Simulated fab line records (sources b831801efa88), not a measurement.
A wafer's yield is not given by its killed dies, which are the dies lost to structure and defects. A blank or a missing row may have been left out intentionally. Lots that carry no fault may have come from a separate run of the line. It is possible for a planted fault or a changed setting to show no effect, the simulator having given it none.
Comparing a struck lot with a sound one	flow sky130	25 out of 708 route steps
Sound: the wafers L847.2, L847.4, L847.5. Struck: wafer L843.2. (L843.1, L843.4 of the same lot were not struck and are left out.) The cause comes at the end.
Per side, at each step with rows, come the tool, then ch with its chambers, and then its first start. Under that, the readings that differ: sound wafers	struck wafers	difference of the means	sigmas: that difference in standard deviations of wafers without a fault.
alike: readings whose means differ by less than 2 such deviations, and words and numbers that are the same on both sides. not compared: withheld readings, readings that some wafer has no value for, bounds like >300 that may hide the same value, and numbers for which the record gives no deviation and whose values overlap.
Wherever a step has rows on one side only, a row that says differs or no value, or a row with sigmas, the two part there. Non-overlapping numbers with no deviation appear without sigmas and do not part them. Lack of a reading on every wafer of one side parts them only where that side has two or more wafers.

first, 9 steps without rows for these wafers: SKY_LI_CONTACT_ETCH_14 (etches BARC in N2/H2, stops on SiO2, time 45.9 s, target depth 60 nm); SKY_LI_CONTACT_ETCH_15 (etches PSG in C4F8/O2/Ar, stops on Si, target depth 600 nm); SKY_LI_CONTACT_STRIP_16 (strips in O2/N2); SKY_LI_CONTACT_CLEAN_17 (cleans in NMP, time 600 s); SKY_LI_CONTACT_PRE_CLEAN_18 (time 5.6 s); SKY_LI_CONTACT_SPUTTER_19 (material Ti, target thk 20 nm, time 106.37 s); SKY_LI_CONTACT_SPUTTER_20 (material TiN, target thk 20 nm, time 80 s); SKY_LI_CONTACT_CVD_21 (deposits W, target thk 400 nm, time 120.56 s); SKY_LI_CONTACT_CMP_24 (polishes, stops on PSG, t overpolish 20 s, target thk 0 nm).
SKY_LOCAL_INTERCONNECT_SPUTTER_00: material TiN, target thk 100 nm, time 83.3 s.
  sound on pvd_sputter-04, day 35 11:43; struck on pvd_sputter-03, day 33 17:28
reading	sound	struck	difference	sigmas
throttle_valve_pct (%)	29.6 30.3 30.2	32.7	+2.7	+2
model.TiN_of_LOCAL_INTERCONNECT_SPUTTER_00.thk_nm (nm)	103.2 102.2 101.4	187.1	+84.8	
SKY_LOCAL_INTERCONNECT_RS_MEAS_01: a four-point-probe measurement.
  sound on film_metro-04, day 35 11:48; struck on film_metro-01, day 33 17:49
reading	sound	struck	difference	sigmas
LOCAL_INTERCONNECT_TIN_RS (ohm/sq)	13.67 13.84 13.95	7.40	-6.42	-36
  not compared: hold
SKY_LOCAL_INTERCONNECT_THK_MEAS_02: measures by xrf.
  sound on film_metro-04, day 35 11:55; struck on film_metro-01, day 33 21:34
reading	sound	struck	difference	sigmas
LOCAL_INTERCONNECT_TIN_THK (nm)	104.6 103.5 102.3	190.0	+86.5	+72
  not compared: hold
then, 8 steps without rows for these wafers: SKY_LOCAL_INTERCONNECT_HMDS_04 (prime time 60 s); SKY_LOCAL_INTERCONNECT_COAT_05 (resist thk 60 nm); SKY_LOCAL_INTERCONNECT_COAT_06 (resist thk 450 nm); SKY_LOCAL_INTERCONNECT_SOFTBAKE_07 (time 90 s); SKY_LOCAL_INTERCONNECT_EXPOSE_08 (exposes mask LI1M, target cd 170 nm); SKY_LOCAL_INTERCONNECT_PEB_09; SKY_LOCAL_INTERCONNECT_DEVELOP_10 (develop time 60 s); SKY_LOCAL_INTERCONNECT_ETCH_13 (etches BARC in N2/H2, stops on SiO2, time 45.9 s, target depth 60 nm).
SKY_LOCAL_INTERCONNECT_METAL_ETCH_14: etches TiN in Cl2/BCl3, stops on PSG, target depth 110 nm, time 31.4 s.
  sound on rie_metal-01 ch 0,1, day 36 12:45; struck on rie_metal-01 ch 0, day 34 17:55
reading	sound	struck	difference	sigmas
oes_product_au (a.u.)	0.952 0.958 0.946	1.007	+0.055	+7
throttle_valve_pct (%)	21.905 21.881 21.913	21.856	-0.044	-4
  alike: bcl3_flow_sccm, drypump_motor_current_A
  not compared: rf_hours_counter_h
then, 1 step without rows for these wafers: SKY_LOCAL_INTERCONNECT_STRIP_15 (strips in O2/N2).
SKY_LOCAL_INTERCONNECT_STRIP_16: strips in post etch residue remover, time 1200 s.
  sound on wet_bench-04 ch 2, day 36 12:55; struck on wet_bench-01 ch 3, day 34 18:04
reading	sound	struck	difference	sigmas
model.TiN_of_LOCAL_INTERCONNECT_SPUTTER_00.thk_nm (nm)	102.8 101.8 101	186.7	+84.8	
then, 1 step without rows for these wafers: SKY_LOCAL_INTERCONNECT_CLEAN_17 (cleans in IPA, time 180 s).
-- here the record skips 14 days between the struck wafers' starts before and after, leaving off in module LOCAL_INTERCONNECT and picking up in module PAD_OPEN (first step shown: number 708 of the route) --
SKY_PAD_OPEN_PROBE_99:
  sound on prober-01, day 50 04:43; struck on prober-01, day 48 16:22
reading	sound	struck	difference	sigmas
hold	- - -	await_dispo/2.3h/release	no value on the sound wafers	
killed_at_contacts	26 29 28	431	+403	+86
killed_dies	85 103 71	492	+406	+46
killed_on_rim	18 21 10	96	+80	+22
  alike: killed_at_M0_to_M3, killed_at_M4_up, killed_at_front_end, killed_at_other, killed_open, killed_short

== WHERE THEY PART ==
Last at SKY_PAD_OPEN_PROBE_99 as far as this record goes, first at SKY_LOCAL_INTERCONNECT_SPUTTER_00.

WHY: the cause the simulator had injected
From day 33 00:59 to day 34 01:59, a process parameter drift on pvd_sputter-03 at SKY_LOCAL_INTERCONNECT_SPUTTER_00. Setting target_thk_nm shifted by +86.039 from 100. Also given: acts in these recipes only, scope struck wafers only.
